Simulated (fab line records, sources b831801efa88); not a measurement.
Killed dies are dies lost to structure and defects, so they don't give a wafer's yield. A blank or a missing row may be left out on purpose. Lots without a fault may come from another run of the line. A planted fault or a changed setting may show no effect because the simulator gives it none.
Which tool did it? | flow sky130 | 11 lots, 31 wafers sampled, at 5 steps of a route of 708

WHAT THE GAUGES READ, wafer by wafer
SKY_CONTACT_CD_MEAS_14: target cd 170 nm. Usual: cd_nm 170.4 nm, standard deviation 1.7.
lot  | measured     | on        | cd_nm (nm)        | flag
L522 | day 31 08:07 | cd_sem-02 | 169.7 168.2 168.3 |
L523 | day 31 10:04 | cd_sem-01 | 171.1 171.0 171.6 |
L524 | day 32 01:17 | cd_sem-02 | 173.0 171.6 173.0 |
L525 | day 32 05:46 | cd_sem-02 | 172.8 172.6 172.0 |
L526 | day 32 14:18 | cd_sem-01 | 172.1 170.7 171.8 |
L534 | day 36 07:40 | cd_sem-01 | 172.0 170.3       |
L535 | day 36 11:13 | cd_sem-01 | 172.6 171.8       |
L536 | day 36 12:23 | cd_sem-01 | 168.3 166.0 168.2 |
L540 | day 37 01:51 | cd_sem-01 | 168.4 167.6 167.9 |
L544 | day 38 12:13 | cd_sem-01 | 170.0 168.4 169.1 |
L545 | day 38 15:55 | cd_sem-02 | 170.4 168.6 169.4 |

SKY_VIA1_BOW_MEAS_03. Usual: VIA1_BOW 82 um, standard deviation 7.3.
lot  | measured     | on            | VIA1_BOW (um) | flag
L522 | day 32 15:01 | film_metro-03 | 87 82 76      |
L523 | day 32 17:02 | film_metro-04 | 85 79 92      |
L524 | day 33 08:02 | film_metro-04 | 66 69 77      |
L525 | day 33 12:32 | film_metro-04 | 96 77 79      |
L526 | day 33 20:31 | film_metro-04 | 76 80 78      |
L534 | day 37 11:41 | film_metro-04 | 82 82 - -     |
L535 | day 37 15:47 | film_metro-02 | 75 73 - -     |
L536 | day 37 16:37 | film_metro-02 | 73 84 80      |
L540 | day 38 06:16 | film_metro-04 | 71 85 84      |
L544 | day 39 16:07 | film_metro-03 | 85 85 88      |
L545 | day 39 20:21 | film_metro-04 | 84 83 85      |

WHICH TOOL RAN EACH LOT (tool, then ch and the chambers of the sampled wafers, then the start)
lot  | SKY_LI_CONTACT_CMP_02         | SKY_METAL1_ETCH_18                | SKY_VIA1_CMP_02
L522 | cmp-02 ch 1,2,3, day 27 16:56 | rie_metal-04 ch 0,1, day 32 13:47 | cmp-01 ch 0,1,2, day 32 14:43
L523 | cmp-02 ch 1,2,3, day 27 18:42 | rie_metal-02 ch 0, day 32 15:40   | cmp-02 ch 1,2,3, day 32 16:47
L524 | cmp-01 ch 0,1,2, day 28 11:13 | rie_metal-03 ch 0,1, day 33 06:47 | cmp-01 ch 1,2,3, day 33 07:43
L525 | cmp-01 ch 0,2,3, day 28 15:50 | rie_metal-04 ch 0,1, day 33 11:14 | cmp-01 ch 2,3, day 33 12:17
L526 | cmp-01 ch 0,1,3, day 28 23:14 | rie_metal-03 ch 0,1, day 33 19:17 | cmp-02 ch 0,1,3, day 33 20:19
L534 | cmp-01 ch 2,3, day 32 22:14   | rie_metal-02 ch 1, day 37 10:25   | cmp-02 ch 0,3, day 37 11:20
L535 | cmp-02 ch 0, day 33 02:40     | rie_metal-02 ch 1, day 37 14:25   | cmp-02 ch 3, day 37 15:29
L536 | cmp-02 ch 1,2,3, day 33 03:04 | rie_metal-04 ch 0,1, day 37 15:22 | cmp-01 ch 0,3, day 37 16:18
L540 | cmp-02 ch 0,1, day 33 16:44   | rie_metal-04 ch 0,1, day 38 04:58 | cmp-01 ch 0,1,2, day 38 06:02
L544 | cmp-01 ch 0,1,3, day 35 03:44 | rie_metal-03 ch 0,1, day 39 14:53 | cmp-01 ch 0,2, day 39 15:49
L545 | cmp-02 ch 0,2,3, day 35 06:50 | rie_metal-02 ch 0,1, day 39 19:08 | cmp-02 ch 0,2,3, day 39 20:06
- SKY_LI_CONTACT_CMP_02: polishes PSG.
- SKY_METAL1_ETCH_18: etches BARC in N2/H2, stops on SiO2, time 45.9 s, target depth 60 nm.
- SKY_VIA1_CMP_02: polishes SiO2.

WHAT THE TOOLS THEMSELVES READ (means of the sampled wafers that have a number; where no wafer has one, the mark that the record gives instead)
SKY_LI_CONTACT_CMP_02. Usual: motor_current_A 11.6 A, standard deviation 0.69; slurry_flow_ml_min 150.0, standard deviation 0.5; time_to_endpoint_s 31 s, standard deviation 3.1.
lot  | tool   | motor_current_A (A) | slurry_flow_ml_min | time_to_endpoint_s (s) | flag
L522 | cmp-02 | 11.4                | 150.0              | 28                     |
L523 | cmp-02 | 11.5                | 150.3              | 28                     |
L524 | cmp-01 | 11.8                | 149.9              | 30                     |
L525 | cmp-01 | 11.5                | 150.0              | 32                     |
L526 | cmp-01 | 11.4                | 150.1              | 34                     |
L534 | cmp-01 | 12.2                | 150.2              | 36                     |
L535 | cmp-02 | 11.4                | 150.6              | 29                     |
L536 | cmp-02 | 11.4                | 150.1              | 30                     |
L540 | cmp-02 | 11.2                | 150.0              | 28                     |
L544 | cmp-01 | 11.5                | 149.7              | 31                     |
L545 | cmp-02 | 11.8                | 149.5              | 32                     |

SKY_METAL1_ETCH_18. Usual: drypump_motor_current_A 5.8 A, standard deviation 0.49; oes_product_au 0.854 a.u., standard deviation 0.005; throttle_valve_pct 13.225 %, standard deviation 0.0079.
lot  | tool         | drypump_motor_current_A (A) | oes_product_au (a.u.) | throttle_valve_pct (%) | flag
L522 | rie_metal-04 | 6.0                         | 0.857                 | 13.222                 |
L523 | rie_metal-02 | 4.7                         | 0.853                 | 13.219                 |
L524 | rie_metal-03 | 6.2                         | 0.854                 | 13.218                 |
L525 | rie_metal-04 | 6.0                         | 0.853                 | 13.222                 |
L526 | rie_metal-03 | 6.2                         | 0.852                 | 13.220                 |
L534 | rie_metal-02 | 5.5                         | 0.853                 | 13.224                 |
L535 | rie_metal-02 | 5.5                         | 0.857                 | 13.242                 |
L536 | rie_metal-04 | 6.0                         | 0.856                 | 13.226                 |
L540 | rie_metal-04 | 6.0                         | 0.853                 | 13.219                 |
L544 | rie_metal-03 | 6.2                         | 0.859                 | 13.223                 |
L545 | rie_metal-02 | 5.0                         | 0.850                 | 13.225                 |

SKY_VIA1_CMP_02. Usual: motor_current_A 11.6 A, standard deviation 0.76; slurry_flow_ml_min 150.0, standard deviation 0.43.
lot  | tool   | motor_current_A (A) | slurry_flow_ml_min | flag
L522 | cmp-01 | 11.7                | 150.0              |
L523 | cmp-02 | 11.5                | 150.3              |
L524 | cmp-01 | 12.2                | 150.3              |
L525 | cmp-01 | 12.7                | 149.6              |
L526 | cmp-02 | 11.1                | 150.2              |
L534 | cmp-02 | 11.4                | 150.1              |
L535 | cmp-02 | 11.2                | 149.8              |
L536 | cmp-01 | 11.0                | 149.9              |
L540 | cmp-01 | 11.7                | 150.4              |
L544 | cmp-01 | 11.1                | 149.8              |
L545 | cmp-02 | 11.4                | 150.0              |

THE ANSWER, worked out from the rows above alone
Rule: a lot is off if the mean of its wafers that have a number lies more than 3 standard deviations from the usual mean. A lot without any number at a reading at which 4 lots or more have one is off too. The other lots that the step has rows for count as sound. The gauges are gone through in route order, then the tools' own readings, and for those a lot's mean is taken as printed above. The first step at which some lot is off is used, and at that step the reading that is off furthest; a lot without a number counts as furthest.
No lot is off at any reading shown: from this, nothing can be told.

WHAT THE SIMULATOR HAD PUT IN
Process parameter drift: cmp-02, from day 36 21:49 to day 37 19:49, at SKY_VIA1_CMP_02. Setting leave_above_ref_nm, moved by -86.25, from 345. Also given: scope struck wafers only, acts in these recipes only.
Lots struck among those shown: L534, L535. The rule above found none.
